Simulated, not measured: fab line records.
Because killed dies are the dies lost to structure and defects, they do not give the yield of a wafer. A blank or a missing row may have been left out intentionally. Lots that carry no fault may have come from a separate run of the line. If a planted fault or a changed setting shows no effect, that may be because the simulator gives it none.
The tool behind it: which one? + flow sky130 + Sampling: 14 lots, 42 wafers, 5 of 708 route steps

## WHAT THE GAUGES SHOWED, per wafer
SKY_NWELL_OVL_MEAS_10.
| lot  | measured    | on         | NWELL_00_OVL (nm) |
|------|-------------|------------|-------------------|
| L595 | day 4 14:46 | overlay-01 | -0.7 0.7 0.0      |
| L596 | day 4 20:42 | overlay-02 | -1.0 -0.7 1.3     |
| L599 | day 5 11:47 | overlay-02 | 0.3 -1.3 2.0      |
| L600 | day 5 19:53 | overlay-02 | -1.3 -2.0 -1.6    |
| L601 | day 6 04:22 | overlay-01 | -1.4 -1.8 -0.4    |
| L603 | day 6 22:22 | overlay-02 | 1.1 0.0 -0.2      |
| L605 | day 7 04:22 | overlay-01 | 0.1 0.6 0.2       |
| L606 | day 7 08:13 | overlay-02 | -2.7 -3.5 0.4     |
| L607 | day 7 15:55 | overlay-02 | 0.2 1.6 0.3       |
| L608 | day 7 23:31 | overlay-01 | 1.9 1.2 -0.6      |
| L609 | day 8 01:46 | overlay-02 | -0.7 -0.4 -1.4    |
| L611 | day 8 12:53 | overlay-01 | -1.4 0.6 -0.1     |
| L612 | day 8 19:16 | overlay-01 | 0.2 -0.9 -0.2     |
| L615 | day 9 08:13 | overlay-01 | 1.7 0.9 1.0       |

SKY_VT_ADJUST_NCORE_TW_MEAS_11.
| lot  | measured     | on           | VT_ADJUST_NCORE_TW |
|------|--------------|--------------|--------------------|
| L595 | day 8 14:04  | filmMetro-04 | 217.4 219.1 218.7  |
| L596 | day 8 22:07  | filmMetro-03 | 215.5 215.9 216.5  |
| L599 | day 9 17:45  | filmMetro-04 | 216.4 217.9 217.4  |
| L600 | day 10 02:28 | filmMetro-03 | 217.1 217.8 219.0  |
| L601 | day 10 13:05 | filmMetro-03 | 216.9 217.1 217.9  |
| L603 | day 11 11:07 | filmMetro-03 | 219.0 219.2 218.8  |
| L605 | day 11 18:14 | filmMetro-04 | 217.6 219.5 218.9  |
| L606 | day 11 22:44 | filmMetro-03 | 219.7 219.3 219.1  |
| L607 | day 12 09:52 | filmMetro-04 | 217.4 218.3 218.1  |
| L608 | day 12 18:14 | filmMetro-04 | 217.0 218.8 218.1  |
| L609 | day 12 20:27 | filmMetro-03 | 219.3 218.5 218.9  |
| L611 | day 13 11:34 | filmMetro-04 | 218.7 219.1 218.7  |
| L612 | day 13 18:19 | filmMetro-01 | 219.5 218.5 218.8  |
| L615 | day 14 10:21 | filmMetro-04 | 218.0 218.7 219.1  |

SKY_VT_ADJUST_HVTR_CD_MEAS_07: target cd 380 nm.
| lot  | measured     | on       | cdNm (nm)         |
|------|--------------|----------|-------------------|
| L595 | day 9 11:32  | cdSem-01 | 378.7 374.6 377.5 |
| L596 | day 9 19:55  | cdSem-02 | 376.9 378.2 376.3 |
| L599 | day 10 15:19 | cdSem-01 | 382.2 381.9 381.5 |
| L600 | day 11 01:19 | cdSem-01 | 381.1 380.6 380.0 |
| L601 | day 11 11:47 | cdSem-01 | 379.2 378.7 379.0 |
| L603 | day 12 10:43 | cdSem-02 | 384.1 380.7 382.7 |
| L605 | day 12 18:23 | cdSem-02 | 382.3 382.9 382.6 |
| L606 | day 12 23:44 | cdSem-02 | 381.3 384.4 381.0 |
| L607 | day 13 11:17 | cdSem-01 | 380.8 383.0 381.6 |
| L608 | day 13 19:29 | cdSem-02 | 419.2 419.3 420.7 |
| L609 | day 13 21:44 | cdSem-01 | 379.7 381.5 378.9 |
| L611 | day 14 13:34 | cdSem-02 | 379.8 382.7 382.4 |
| L612 | day 14 20:27 | cdSem-01 | 410.0 411.2 408.8 |
| L615 | day 15 12:59 | cdSem-01 | 380.2 380.3 380.0 |

## WHAT TOOL EACH LOT RAN ON (gives the tool, then ch and the chambers of the sampled wafers, and finally the start)
| lot  | SKY_NWELL_STRIP_25                  | SKY_VT_ADJUST_HVTR_DEVELOP_06    |
|------|-------------------------------------|----------------------------------|
| L595 | plasmaAsher-03 ch 0,1, day 5 08:01  | lithoTrack-03 ch 0, day 9 11:23  |
| L596 | plasmaAsher-03 ch 0,1, day 5 14:37  | lithoTrack-04 ch 0, day 9 19:46  |
| L599 | plasmaAsher-02 ch 0,1, day 6 06:50  | lithoTrack-02 ch 0, day 10 15:11 |
| L600 | plasmaAsher-04 ch 0,1, day 6 15:21  | lithoTrack-02 ch 0, day 11 01:10 |
| L601 | plasmaAsher-02 ch 0,1, day 7 00:11  | lithoTrack-04 ch 0, day 11 11:32 |
| L603 | plasmaAsher-04 ch 1, day 7 18:35    | lithoTrack-02 ch 0, day 12 10:34 |
| L605 | plasmaAsher-04 ch 0,1, day 8 00:39  | lithoTrack-02 ch 0, day 12 18:14 |
| L606 | plasmaAsher-04 ch 0,1, day 8 04:23  | lithoTrack-03 ch 0, day 12 23:35 |
| L607 | plasmaAsher-03 ch 0,1, day 8 13:25  | lithoTrack-03 ch 0, day 13 11:08 |
| L608 | plasmaAsher-04 ch 0,1, day 8 20:37  | lithoTrack-03 ch 0, day 13 19:20 |
| L609 | plasmaAsher-04 ch 0,1, day 8 22:47  | lithoTrack-04 ch 0, day 13 21:35 |
| L611 | plasmaAsher-04 ch 0,1, day 9 10:49  | lithoTrack-02 ch 0, day 14 13:25 |
| L612 | plasmaAsher-04 ch 0,1, day 9 17:12  | lithoTrack-03 ch 0, day 14 20:18 |
| L615 | plasmaAsher-03 ch 0,1, day 10 07:39 | lithoTrack-04 ch 0, day 15 12:50 |
- SKY_NWELL_STRIP_25: strips in O2/N2.
- SKY_VT_ADJUST_HVTR_DEVELOP_06: develop time 60 s.

## AS READ BY THE TOOLS THEMSELVES (means over the sampled wafers that have a number; for cases with no such wafer, the mark the record gives instead)
SKY_NWELL_STRIP_25.
| lot  | tool           | drypumpMotorCurrentA (A) | oesProductAu (a.u.) | stripTimeToEndpointS (s) |
|------|----------------|--------------------------|---------------------|--------------------------|
| L595 | plasmaAsher-03 | 5.7                      | 0.725               | 37.03                    |
| L596 | plasmaAsher-03 | 5.7                      | 0.726               | 36.98                    |
| L599 | plasmaAsher-02 | 5.9                      | 0.719               | 37.10                    |
| L600 | plasmaAsher-04 | 5.8                      | 0.717               | 36.98                    |
| L601 | plasmaAsher-02 | 5.8                      | 0.724               | 36.86                    |
| L603 | plasmaAsher-04 | 5.0                      | 0.726               | 36.98                    |
| L605 | plasmaAsher-04 | 5.8                      | 0.722               | 36.92                    |
| L606 | plasmaAsher-04 | 5.4                      | 0.722               | 37.02                    |
| L607 | plasmaAsher-03 | 5.3                      | 0.721               | 37.06                    |
| L608 | plasmaAsher-04 | 5.4                      | 0.725               | 36.94                    |
| L609 | plasmaAsher-04 | 5.8                      | 0.726               | 36.95                    |
| L611 | plasmaAsher-04 | 5.8                      | 0.725               | 36.91                    |
| L612 | plasmaAsher-04 | 5.8                      | 0.725               | 36.69                    |
| L615 | plasmaAsher-03 | 5.7                      | 0.719               | 36.96                    |

SKY_VT_ADJUST_HVTR_DEVELOP_06.
| lot  | tool          | developerTempC (C) |
|------|---------------|--------------------|
| L595 | lithoTrack-03 | 22.93              |
| L596 | lithoTrack-04 | 22.98              |
| L599 | lithoTrack-02 | 22.77              |
| L600 | lithoTrack-02 | 23.02              |
| L601 | lithoTrack-04 | 23.05              |
| L603 | lithoTrack-02 | 22.96              |
| L605 | lithoTrack-02 | 23.01              |
| L606 | lithoTrack-03 | 23.03              |
| L607 | lithoTrack-03 | 22.81              |
| L608 | lithoTrack-03 | 22.89              |
| L609 | lithoTrack-04 | 22.93              |
| L611 | lithoTrack-02 | 23.00              |
| L612 | lithoTrack-03 | 23.05              |
| L615 | lithoTrack-04 | 22.85              |

## THE ANSWER, worked out from the rows above alone
Rule: the usual values come from the lots themselves. Put in order of their means at a reading, lots are off if they are a third of the lots or fewer, leave a main group of 4 or more, and stand apart from it by a gap of 3 or more times the standard deviation of the main group's means; of several such gaps the widest counts. Not used: any main group whose means are identical at the precision the tables above print for the reading. A lot without any number at a reading at which 4 lots or more have one is off too. Where the step has rows for the other lots, those lots are counted as sound. The gauges are gone through in route order, then the tools' own readings, and for those a lot's mean is taken as printed above. At the first step where some lot is off, the reading lying furthest off is the one used; lots without a number count as furthest.
Off, at SKY_VT_ADJUST_HVTR_CD_MEAS_07 on cdNm: L608, L612. For the main group the mean is 380.5 nm and the standard deviation 1.9.
A tool fits if, at a process step before that reading, it ran every lot that is off, and no sound lot after the first of them. Those tools and the gauges at SKY_VT_ADJUST_HVTR_CD_MEAS_07 are tried in the same way. One fits: SKY_VT_ADJUST_HVTR_DEVELOP_06 on lithoTrack-03. A fault onset in the window from L607 (day 13 11:08, its last sound lot) to L608 (day 13 19:20, its first lot off) fits.

## WHAT WAS PUT IN BY THE SIMULATOR
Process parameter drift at SKY_VT_ADJUST_HVTR_DEVELOP_06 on lithoTrack-03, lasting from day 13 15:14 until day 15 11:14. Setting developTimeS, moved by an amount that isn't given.
Lots struck among those shown: L608, L612. Same finding as the rule above.
